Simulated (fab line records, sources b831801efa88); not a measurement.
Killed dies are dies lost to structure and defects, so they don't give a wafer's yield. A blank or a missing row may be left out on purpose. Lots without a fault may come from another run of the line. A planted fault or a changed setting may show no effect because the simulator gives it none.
Problem report in the 8D (eight disciplines) form, filled by code | flow sfq_line | the parts of the form that need people (team, actions taken, sign-off) are left out

1. THE PROBLEM
rf_fwd_power_W at SFQ_TRILAYER_M7_BARC_OPEN_METAL_ETCH_229 reads a mean of 496 W on 2 wafers of 2 lots; wafers without a fault read 592 W with a standard deviation of 3.1. That is -31 standard deviations from the usual mean.
The step: etches BARC in O2, target depth 125 nm, time 41.7 s.
First seen on wafer L945.4, day 81 02:33, on rie_metal-04. The record holds 18 wafers of 6 lots with a number at this step. Rule for "out", or "out of limits": more than 4 standard deviations from the usual mean. The other wafers with a number count as sound.

2. WHAT IT IS AND WHAT IT IS NOT
question                    | is                | is not
which readings at this step | rf_fwd_power_W    | drypump_motor_current_A, oes_product_au
which lots                  | L945, L947        | L936, L939, L949, L950
which wafers of those lots  | L945.4, L947.1    | L945.3, L945.6, L947.4, L947.5
read on which tools         | rie_metal-04      | rie_metal-01, rie_metal-02
when                        | from day 81 02:33 | up to then (8 sound wafers); but 8 sound wafers of L947, L949, L950 came after

3. SUSPECTS, AND WHAT RULES EACH OUT
Counting: a tool at a process step up to the reading stays a suspect if it ran every lot that is out. Sound lots after the first of them don't rule it out here, since some wafers of a struck lot are sound.
- rie_metal-04 at SFQ_TRILAYER_M7_BARC_OPEN_METAL_ETCH_229 (etches BARC in O2, target depth 125 nm, time 41.7 s): kept. It ran every lot that is out, first L945 (day 81 02:33); its last sound lot up to then is L939 (day 79 04:11). Its own readings are out on those wafers: rf_fwd_power_W.
- Within rie_metal-04 at SFQ_TRILAYER_M7_BARC_OPEN_METAL_ETCH_229: the wafers that are out ran in chamber 1; their sound lot-mates ran in chamber 0.
Left after counting: rie_metal-04 at SFQ_TRILAYER_M7_BARC_OPEN_METAL_ETCH_229.

4. THE CAUSE (what the simulator had put in)
Process parameter drift: rie_metal-04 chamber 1, from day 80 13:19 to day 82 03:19, at SFQ_TRILAYER_M7_BARC_OPEN_METAL_ETCH_229. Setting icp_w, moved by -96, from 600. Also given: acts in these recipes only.
Counting left only this tool.

5. THE CHAIN OF EFFECTS, in route order
Each row: a reading whose mean over the struck wafers that have a number lies more than 3 standard deviations from the usual. Only readings for which the record gives a usual standard deviation are gone through. hours: the time from each lot's start at the first step in this table that gives one to its start at this step, as a median over the lots. sigmas: the change in usual standard deviations.
hours | step                                     | reading        | usual | on struck wafers | change | sigmas
0     | SFQ_TRILAYER_M7_BARC_OPEN_METAL_ETCH_229 | rf_fwd_power_W | 592 W | 496              | -96    | -31
The process steps in it:
- SFQ_TRILAYER_M7_BARC_OPEN_METAL_ETCH_229: etches BARC in O2, target depth 125 nm, time 41.7 s.

6. WHAT WOULD HAVE CAUGHT IT SOONER
In this record the first reading out of limits was taken at day 81 02:33, 13 hours after the fault began at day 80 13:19.
